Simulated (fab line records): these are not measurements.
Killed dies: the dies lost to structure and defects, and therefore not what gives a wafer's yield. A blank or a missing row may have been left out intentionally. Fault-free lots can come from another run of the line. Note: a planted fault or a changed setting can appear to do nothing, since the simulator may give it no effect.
Which tool was responsible?    flow sky130    14 lots, 40 wafers sampled, at 5 steps of a route of 708

== WHAT THE GAUGES READ, wafer by wafer ==
SKY_LDD_HVN_OVL_MEAS_07.
lot   measured      on          LDD_HVN_OVL (nm)
L726  day 19 20:41  overlay-01  0.1 -0.1 -0.8
L727  day 19 23:58  overlay-02  0.1 -0.1 -1.4
L728  day 20 05:26  overlay-01  1.8 -0.9 -0.6
L731  day 21 16:22  overlay-02  -3.7 -3.0 -2.8
L732  day 21 22:05  overlay-02  -3.0 -2.4 -2.5
L734  day 22 15:02  overlay-02  -0.6 -0.3 -0.5
L735  day 23 04:38  overlay-02  1.7 -0.4 -0.5
L736  day 23 12:48  overlay-01  -0.1 -1.1 -0.4
L737  day 23 17:23  overlay-02  -1.2 -1.5 -2.2
L739  day 24 05:13  overlay-01  2.1 2.5
L741  day 25 03:30  overlay-02  1.8 -0.8
L747  day 27 17:24  overlay-01  1.8 2.2 1.4
L748  day 27 19:05  overlay-01  0.4 -0.4 -0.5
L749  day 27 20:28  overlay-02  -1.5 -1.6 -0.6

SKY_LI_CONTACT_THK_MEAS_01.
lot   measured      on            LI_CONTACT_HDPCVD_THK (nm)
L726  day 27 13:41  filmMetro-02  910 928 920
L727  day 27 15:06  filmMetro-02  920 925 936
L728  day 27 20:59  filmMetro-04  945 930 929
L731  day 29 06:11  filmMetro-03  930 938 924
L732  day 29 12:08  filmMetro-03  923 917 915
L734  day 30 02:18  filmMetro-02  917 925 915
L735  day 30 14:16  filmMetro-03  905 909 907
L736  day 30 20:27  filmMetro-02  925 935 933
L737  day 31 02:29  filmMetro-04  926 922 918
L739  day 31 11:46  filmMetro-04  928 933
L741  day 32 06:49  filmMetro-03  926 923
L747  day 34 13:49  filmMetro-03  932 924 914
L748  day 34 15:47  filmMetro-04  935 932 928
L749  day 34 18:30  filmMetro-04  929 918 936

SKY_CONTACT_THK_MEAS_03.
lot   measured      on            CONTACT_HDPCVD_THK (nm)
L726  day 30 01:26  filmMetro-02  565 562 561
L727  day 30 02:14  filmMetro-03  566 565 566
L728  day 30 07:49  filmMetro-02  557 549 548
L731  day 31 15:44  filmMetro-01  572 570 560
L732  day 31 19:53  filmMetro-02  570 560 564
L734  day 32 09:44  filmMetro-01  561 571 573
L735  day 32 21:57  filmMetro-03  565 558 562
L736  day 33 05:09  filmMetro-02  564 561 555
L737  day 33 09:22  filmMetro-03  547 560 550
L739  day 33 18:43  filmMetro-01  218 227
L741  day 34 13:26  filmMetro-01  235 567
L747  day 36 21:40  filmMetro-03  557 568 566
L748  day 36 23:49  filmMetro-03  573 558 575
L749  day 37 02:56  filmMetro-02  554 556 573

== TOOL THAT RAN EACH LOT (tool first, then ch and the chambers of the sampled wafers, then the start) ==
lot   SKY_VT_ADJUST_HVTR_STRIP_10          SKY_CONTACT_HDPCVD_02
L726  plasmaAsher-03 ch 0,1, day 9 06:23   hdpcvd-02 ch 1,2, day 30 01:20
L727  plasmaAsher-01 ch 1, day 9 10:25     hdpcvd-02 ch 0,2, day 30 02:08
L728  plasmaAsher-01 ch 0,1, day 9 16:38   hdpcvd-02 ch 0,2, day 30 07:45
L731  plasmaAsher-04 ch 0,1, day 10 17:22  hdpcvd-01 ch 0,1,2, day 31 15:40
L732  plasmaAsher-03 ch 0,1, day 10 22:19  hdpcvd-01 ch 0,1, day 31 19:49
L734  plasmaAsher-03 ch 0,1, day 11 09:52  hdpcvd-01 ch 0,1,2, day 32 09:40
L735  plasmaAsher-01 ch 0,1, day 11 23:25  hdpcvd-02 ch 0,1,2, day 32 21:52
L736  plasmaAsher-01 ch 0,1, day 12 06:26  hdpcvd-02 ch 0,2, day 33 05:04
L737  plasmaAsher-01 ch 0, day 12 07:02    hdpcvd-02 ch 0,2, day 33 09:18
L739  plasmaAsher-01 ch 0,1, day 12 20:52  hdpcvd-02 ch 2, day 33 18:37
L741  plasmaAsher-03 ch 0,1, day 13 14:10  hdpcvd-02 ch 0,1, day 34 13:22
L747  plasmaAsher-01 ch 0,1, day 15 09:49  hdpcvd-01 ch 1,2, day 36 21:36
L748  plasmaAsher-03 ch 0,1, day 15 17:03  hdpcvd-01 ch 0,1, day 36 23:43
L749  plasmaAsher-04 ch 1, day 15 21:26    hdpcvd-01 ch 0,1, day 37 02:49
- SKY_VT_ADJUST_HVTR_STRIP_10: strips in O2/N2.
- SKY_CONTACT_HDPCVD_02: deposits SiO2, target thk 565 nm, time 94.2 s.

== WHAT THE TOOLS THEMSELVES READ (means of the sampled wafers that have a number; where no wafer has one, the mark that the record gives instead) ==
SKY_VT_ADJUST_HVTR_STRIP_10.
lot   tool            drypumpMotorCurrentA (A)  oesProductAu (a.u.)  stripTimeToEndpointS (s)
L726  plasmaAsher-03  5.8                       0.719                14.24
L727  plasmaAsher-01  5.0                       0.719                14.20
L728  plasmaAsher-01  5.5                       0.707                14.21
L731  plasmaAsher-04  5.8                       0.713                14.10
L732  plasmaAsher-03  5.7                       0.713                14.16
L734  plasmaAsher-03  5.7                       0.717                14.18
L735  plasmaAsher-01  5.5                       0.713                14.25
L736  plasmaAsher-01  5.5                       0.720                14.18
L737  plasmaAsher-01  6.4                       0.718                14.17
L739  plasmaAsher-01  5.7                       0.715                14.20
L741  plasmaAsher-03  5.8                       0.715                14.21
L747  plasmaAsher-01  5.9                       0.716                14.18
L748  plasmaAsher-03  5.7                       0.711                14.24
L749  plasmaAsher-04  5.2                       0.718                14.21

== THE ANSWER, worked out from the rows above alone ==
Rule: what is usual is taken from the lots themselves. The widest of any qualifying gaps counts: lots, ordered by their means at a reading, are off when they make up no more than a third of the lots, leave a main group of 4 or more, and stand apart from it by 3 or more times the standard deviation of that group's means. If all means in a main group match to the digits the tables above print for the reading, that group is not used. Also off: a lot with no number at a reading for which 4 or more lots have one. The other lots that the step has rows for count as sound. After the gauges, taken in route order, come the tools' own readings; for these a lot's mean is taken, as printed above. The first step at which some lot is off is used, and at that step the reading that is off furthest; a lot without a number counts as furthest.
Off: L739, L741, seen at SKY_CONTACT_THK_MEAS_03 (CONTACT_HDPCVD_THK). Main group: mean 562 nm, sd 5.4.
A tool fits if, at a process step before that reading, it ran every lot that is off, and no sound lot after the first of them. Those tools and the gauges at SKY_CONTACT_THK_MEAS_03 are tried in the same way. 2 tools fit, hdpcvd-02 at SKY_CONTACT_HDPCVD_02 and filmMetro-01 at SKY_CONTACT_THK_MEAS_03, so this cannot tell which one it is.

== WHAT HAD BEEN PUT IN BY THE SIMULATOR ==
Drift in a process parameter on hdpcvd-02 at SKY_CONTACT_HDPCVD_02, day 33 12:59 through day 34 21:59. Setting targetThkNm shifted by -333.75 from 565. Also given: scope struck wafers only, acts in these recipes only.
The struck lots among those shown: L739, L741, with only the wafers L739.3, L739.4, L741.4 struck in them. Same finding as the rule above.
